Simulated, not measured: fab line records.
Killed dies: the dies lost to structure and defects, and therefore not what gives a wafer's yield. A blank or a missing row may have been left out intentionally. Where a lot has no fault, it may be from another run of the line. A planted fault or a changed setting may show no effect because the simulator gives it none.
fab line records    flow gf180mcu
record: lots: 11  wafers: 32  last-day: 34
route steps=602 shown STI@1 NWELL@49
lots untouched by any fault: they come from a run of this same line in which no faults occurred
start-h: the number of hours between the record's first day and the start of the first shown wafer of the lot    wait-h: hours since the lot's step before    " as in the row above    L1.1+2: a row that stands for several wafers    - no value present, or no start provided    * or withheld: withheld    < > ~ a bound
route shown NAME@n: NAME is a module with steps in the file, n the number in the route of the first one    usual: mean and standard deviation over wafers with no fault    same: alike in all rows    chamber/n: place in a boat    sites: readings site by site    _std_site: the values' standard deviation    _edge_site: mean of outer sites minus mean of inner sites    radius-mm: how far each site lies from the wafer's centre    mask NAME#n: copy n    behind: tool/chamber where the wafer was last shaped    hold: the reason the lot was held/the length of the hold in hours/how it ended    device: transistor that didn't switch, given as n, p or np    end of line: the same wafers' tests at the end of the route    a step with no rows: only its recipe    killed: the dies lost at the first sort to structure and to defects; this is not the yield of the wafer    map: dies across one wafer; x = killed, . = not, _ = none there
set.NAME: the setting as run; set.NAME@STEP: as run at that earlier step    model.NAME: the simulator's own value behind a step, which no gauge read
steps of the route over a sample of lots; a table a step, a row a wafer
services: the hour from which a tool's chamber was out of use, counted from the record's first day as start-h (under 0 if before that day), plus the number of hours and why
== steps ==
step: GF_STI_BOW_MEAS_00
recipe: mode: bow
usual: INCOMING_BOW: -1/6
lot.wafer  tool           chamber  start-h  wait-h  INCOMING_BOW[um]
L562.4     film-metro-04  -        10.06    -       7
L562.5     "              -        "        "       -4
L562.6     "              -        "        "       8
L563.2     film-metro-01  -        15.02    -       4
L563.3     "              -        "        "       -3
L563.6     "              -        "        "       -4
L564.1     film-metro-01  -        20.00    -       -8
L564.3     "              -        "        "       -7
L564.4     "              -        "        "       2
L565.1     film-metro-02  -        25.00    -       6
L565.5     "              -        "        "       -2
L565.6     "              -        "        "       -5
L566.1     film-metro-04  -        30.00    -       1
L566.2     "              -        "        "       -19
L566.5     "              -        "        "       11
L573.4     film-metro-02  -        65.06    -       -8
L573.6     "              -        "        "       -9
L575.3     film-metro-01  -        75.04    -       -13
L575.4     "              -        "        "       -1
L575.5     "              -        "        "       -6
L577.3     film-metro-01  -        85.04    -       -3
L577.4     "              -        "        "       -6
L577.6     "              -        "        "       -9
L581.2     film-metro-01  -        105.02   -       0
L581.3     "              -        "        "       8
L581.4     "              -        "        "       -8
L583.3     film-metro-02  -        115.04   -       7
L583.4     "              -        "        "       -2
L583.5     "              -        "        "       0
L584.1     film-metro-01  -        120.00   -       8
L584.4     "              -        "        "       10
L584.5     "              -        "        "       4
step: GF_STI_CVD_23
recipe: material: SiO2  target-thk-nm: 650  sigma-open-frac: 0.3  time-s: 108.3  temp-c: 600  sih4-flow-sccm: 60  pressure-mtorr: 6
lot.wafer   tool       chamber  start-h  wait-h
L562.4+5+6  hdpcvd-02  0,2,1    27.69    0.1
L563.2+3+6  hdpcvd-01  1,0,1    31.91    0.0
L564.1+3+4  hdpcvd-01  2,1,1    38.74    0.1
L565.1+5+6  hdpcvd-02  0,0,1    44.25    0.1
L566.1+2+5  hdpcvd-01  1,2,1    47.82    0.1
L573.4+6    hdpcvd-01  0,2      83.26    0.1
L575.3+4+5  hdpcvd-02  1,1,0    96.61    0.0
L577.3+4+6  hdpcvd-02  2,0,1    104.48   0.0
L581.2+3+4  hdpcvd-02  0,1,0    126.56   0.0
L583.3+4+5  hdpcvd-02  2,1,2    137.09   0.1
L584.1+4+5  hdpcvd-02  1,1,0    141.49   0.1
step: GF_STI_THK_MEAS_24
recipe: reads: SiO2_of_STI_CVD_23
usual: STI_CVD_23_THK: 650/5.8
lot.wafer  tool           chamber  start-h  wait-h  STI_CVD_23_THK[nm]
L562.4     film-metro-01  -        27.76    0.0     663
L562.5     "              -        "        "       655
L562.6     "              -        "        "       666
L563.2     film-metro-02  -        31.99    0.0     647
L563.3     "              -        "        "       648
L563.6     "              -        "        "       646
L564.1     film-metro-04  -        38.82    0.0     650
L564.3     "              -        "        "       653
L564.4     "              -        "        "       658
L565.1     film-metro-04  -        44.33    0.0     646
L565.5     "              -        "        "       647
L565.6     "              -        "        "       644
L566.1     film-metro-01  -        47.89    0.0     648
L566.2     "              -        "        "       652
L566.5     "              -        "        "       652
L573.4     film-metro-02  -        83.33    0.0     648
L573.6     "              -        "        "       464
L575.3     film-metro-02  -        96.71    0.1     645
L575.4     "              -        "        "       646
L575.5     "              -        "        "       648
L577.3     film-metro-01  -        104.58   0.1     653
L577.4     "              -        "        "       653
L577.6     "              -        "        "       651
L581.2     film-metro-02  -        126.65   0.0     653
L581.3     "              -        "        "       648
L581.4     "              -        "        "       649
L583.3     film-metro-04  -        137.19   0.1     650
L583.4     "              -        "        "       649
L583.5     "              -        "        "       659
L584.1     film-metro-04  -        141.56   0.0     647
L584.4     "              -        "        "       645
L584.5     "              -        "        "       651
step: GF_STI_CMP_25
recipe: stop-on: Si3N4  t-overpolish-s: 33  down-force-psi: 4  platen-rpm: 60  target-thk-nm: 524.6  pad-velocity-m-s: 0.94248
usual: motor-current-A: 12.1/1.7  slurry-flow-ml-min: 150.0/0.49  time-to-endpoint-s: 122/3.9
lot.wafer  tool    chamber  start-h  wait-h  motor-current-A  slurry-flow-ml-min  time-to-endpoint-s
L562.4     cmp-02  1        27.89    0.1     12.6             150.1               126
L562.6     "       3        "        "       10.6             149.9               124
L562.5     "       0        "        "       10.4             150.1               123
L563.2     cmp-01  0        32.09    0.1     12.5             149.9               116
L563.3     "       2        "        "       12.2             149.3               115
L563.6     "       3        "        "       11.8             149.6               113
L564.3     cmp-02  1        38.88    0.0     13.1             150.4               126
L564.4     "       2        "        "       14.0             150.0               126
L564.1     "       0        "        "       9.5              150.7               128
L565.1     cmp-02  1        44.44    0.1     13.9             149.9               124
L565.5     "       0        "        "       9.9              150.2               125
L565.6     "       1        "        "       13.8             149.6               124
L566.1     cmp-01  0        48.05    0.1     12.2             150.7               112
L566.2     "       1        "        "       14.7             150.0               116
L566.5     "       3        "        "       12.5             150.2               116
L573.4     cmp-01  1        83.46    0.1     14.7             150.0               119
L573.6     "       0        "        "       11.7             149.8               85
L575.4     cmp-01  1        96.75    0.0     15.2             149.6               121
L575.3     "       0        "        "       12.6             150.7               120
L575.5     "       1        "        "       15.2             149.6               122
L577.3     cmp-02  0        104.62   0.0     9.5              149.9               123
L577.4     "       2        "        "       12.8             150.0               121
L577.6     "       1        "        "       14.3             150.4               125
L581.3     cmp-02  2        126.92   0.2     13.3             150.2               124
L581.2     "       3        "        "       10.1             150.3               124
L581.4     "       0        "        "       9.6              150.9               126
L583.3     cmp-01  1        137.23   0.0     14.8             149.7               123
L583.4     "       3        "        "       12.1             150.4               125
L583.5     "       2        "        "       12.1             150.4               130
L584.4     cmp-02  3        141.72   0.1     10.4             150.0               124
L584.1     "       0        "        "       9.5              150.0               123
L584.5     "       1        "        "       13.3             149.7               129
step: GF_NWELL_OVL_MEAS_07
usual: NWELL_OVL: -0.9/1.4
lot.wafer  tool        chamber  start-h  wait-h  NWELL_OVL[nm]
L562.4     overlay-01  -        55.86    -       -2.0
L562.5     "           -        "        "       -0.9
L562.6     "           -        "        "       -3.5
L563.2     overlay-02  -        59.63    -       -0.4
L563.3     "           -        "        "       -2.8
L563.6     "           -        "        "       -3.0
L564.1     overlay-01  -        66.90    -       -1.7
L564.3     "           -        "        "       -2.1
L564.4     "           -        "        "       0.3
L565.1     overlay-01  -        73.90    -       0.3
L565.5     "           -        "        "       -1.5
L565.6     "           -        "        "       1.2
L566.1     overlay-01  -        76.59    -       0.0
L566.2     "           -        "        "       0.1
L566.5     "           -        "        "       0.2
L573.4     overlay-01  -        112.52   -       0.7
L575.3     overlay-01  -        127.31   -       -2.5
L575.4     "           -        "        "       -2.0
L575.5     "           -        "        "       0.7
L577.3     overlay-01  -        140.01   -       -1.6
L577.4     "           -        "        "       -2.1
L577.6     "           -        "        "       -2.0
L581.2     overlay-01  -        160.28   -       -2.2
L581.3     "           -        "        "       -1.5
L581.4     "           -        "        "       -2.2
L583.3     overlay-02  -        172.04   -       -2.0
L583.4     "           -        "        "       -3.5
L583.5     "           -        "        "       -2.9
L584.1     overlay-01  -        175.43   -       -2.1
L584.4     "           -        "        "       0.5
L584.5     "           -        "        "       -0.1
step: GF_NWELL_STRIP_10
recipe: chemistry: O2/N2  power-w: 1400  pressure-mtorr: 1500  platen-temp-c: 250  o2-flow-sccm: 3000  n2-flow-sccm: 300  overash-fraction: 0.5
usual: chamber-pressure-mTorr: 1500.0/1.4  drypump-motor-current-A: 6.0/0.54  heater-power-w: 344/27  oes-product-au: 0.722/0.0048  strip-time-to-endpoint-s: 36.93/0.091
same: overash-fraction: 0.5
lot.wafer  tool             chamber  start-h  wait-h  chamber-pressure-mTorr  drypump-motor-current-A  heater-power-w  oes-product-au  rf-hours-counter-h  strip-time-to-endpoint-s
L562.4     plasma-asher-02  0        56.37    0.1     1502.1                  5.3                      325             0.723           -                   36.77
L562.5     "                0        "        "       1500.6                  5.3                      329             0.724           -                   36.83
L562.6     "                1        "        "       1501.3                  5.0                      346             0.727           -                   36.73
L563.2     plasma-asher-03  1        59.96    0.1     1496.2                  6.7                      335             0.728           36                  36.88
L563.3     "                1        "        "       1501.6                  6.7                      334             0.719           -                   36.89
L563.6     "                1        "        "       1499.9                  6.7                      338             0.725           -                   36.95
L564.1     plasma-asher-01  1        67.24    0.1     1500.2                  5.6                      395             0.728           42                  36.91
L564.3     "                1        "        "       1498.3                  5.6                      399             0.728           -                   36.93
L564.4     "                0        "        "       1497.4                  6.3                      335             0.726           -                   36.92
L565.1     plasma-asher-01  0        74.24    0.1     1500.1                  6.3                      336             0.719           43                  36.86
L565.5     "                0        "        "       1501.3                  6.3                      342             0.722           -                   36.76
L565.6     "                1        "        "       1497.7                  5.6                      405             0.724           -                   36.77
L566.1     plasma-asher-01  1        76.93    0.1     1497.3                  5.6                      394             0.728           44                  37.03
L566.2     "                0        "        "       1500.3                  6.3                      332             0.720           44                  36.92
L566.5     "                1        "        "       1500.6                  5.6                      401             0.717           -                   36.90
L573.4     plasma-asher-03  0        112.87   0.1     1499.8                  6.1                      320             0.721           -                   36.82
L575.3     plasma-asher-01  0        127.67   0.1     1499.4                  6.4                      337             0.722           -                   36.95
L575.4     "                1        "        "       1500.4                  5.6                      400             0.722           -                   37.05
L575.5     "                0        "        "       1497.8                  6.3                      334             0.723           -                   36.94
L577.3     plasma-asher-03  1        140.39   0.1     1500.4                  6.7                      336             0.718           -                   36.84
L577.4     "                0        "        "       1501.8                  6.1                      322             0.720           -                   36.95
L577.6     "                0        "        "       1498.8                  6.1                      323             0.712           -                   36.86
L581.2     plasma-asher-03  1        160.91   0.2     1500.8                  6.7                      328             0.722           48                  36.95
L581.3     "                0        "        "       1500.6                  6.1                      330             0.723           -                   36.96
L581.4     "                1        "        "       1498.2                  6.6                      341             0.725           -                   36.91
L583.3     plasma-asher-03  0        172.40   0.1     1498.0                  6.1                      332             0.719           -                   37.10
L583.4     "                1        "        "       1501.0                  6.6                      340             0.728           -                   37.14
L583.5     "                1        "        "       1499.9                  6.6                      335             0.715           -                   37.13
L584.1     plasma-asher-02  0        175.76   0.1     1500.7                  5.3                      323             0.721           3                   36.94
L584.4     "                0        "        "       1499.2                  5.3                      311             0.716           -                   36.96
L584.5     "                0        "        "       1501.9                  5.3                      324             0.723           -                   36.94
== services ==
tool             chamber  start-h  hours  kind
plasma-asher-02  -        20.13    0.6    repair
cmp-02           -        31.34    4.8    repair
plasma-asher-03  -        33.53    4.5    repair
cmp-01           -        40.53    0.9    repair
plasma-asher-03  -        53.44    4.3    pm
cmp-01           -        64.21    4.0    pm
cmp-01           -        68.21    -      consumable-replace:conditioner
cmp-01           -        68.21    -      consumable-replace:pad
cmp-01           -        69.66    5.5    pm
plasma-asher-02  -        77.55    0.8    repair
cmp-02           -        77.65    3.0    repair
cmp-02           -        88.67    5.6    pm
plasma-asher-01  -        95.11    3.0    repair
plasma-asher-02  -        108.75   9.0    pm
plasma-asher-02  0        108.75   9.0    vent-cycle
plasma-asher-02  1        108.75   9.0    vent-cycle
plasma-asher-02  -        119.67   28.1   pm
cmp-01           -        123.74   5.8    repair
hdpcvd-02        0        133.11   4.3    repair
cmp-02           -        142.03   2.3    repair
hdpcvd-02        1        142.05   4.7    repair
plasma-asher-02  -        149.17   2.2    repair
cmp-02           -        154.12   1.7    repair
cmp-02           -        175.28   1.4    repair
== key ==
first-sign: step: GF_STI_THK_MEAS_24  reading: STI_CVD_23_THK  direction: down  sigmas: 32  usual: 650  struck: 464
effect: step: GF_STI_CMP_25  reading: time-to-endpoint-s  direction: down  sigmas: 9.4  usual: *  struck: *
met-at GF_STI_CVD_23
struck-lots L573
struck-wafers L573.6
later-rows-left-out L573.6
sort-left-out L573.6
tester-left-out L573
not-acting-at GF_STI_BOW_MEAS_00,GF_NWELL_OVL_MEAS_07,GF_NWELL_STRIP_10
onset-between 47.82 83.26
fault: kind: process-parameter-drift  tool: hdpcvd-01  chamber: -  onset-h: 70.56  steps: GF_STI_CVD_23  channel: target-thk-nm  offset: -178.63  shape: step  end-h: 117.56  scope: struck-wafers-only  acts-in: these-recipes-only  stated: 650
tester-left-out: of these lots the tester's yield and bins aren't shown, on N5 and GAA mostly nor the transistor test; their killed dies are dies lost to structure and defects alone, not to doping, threshold or leakage, so they don't give the yield
sort-left-out: the simulated sort isn't trusted on such a fault, so these wafers' sort isn't shown, and their yield isn't known
later-rows-left-out: the simulator's readings of these wafers behind a module that went badly wrong aren't trusted and aren't shown, but for the sort
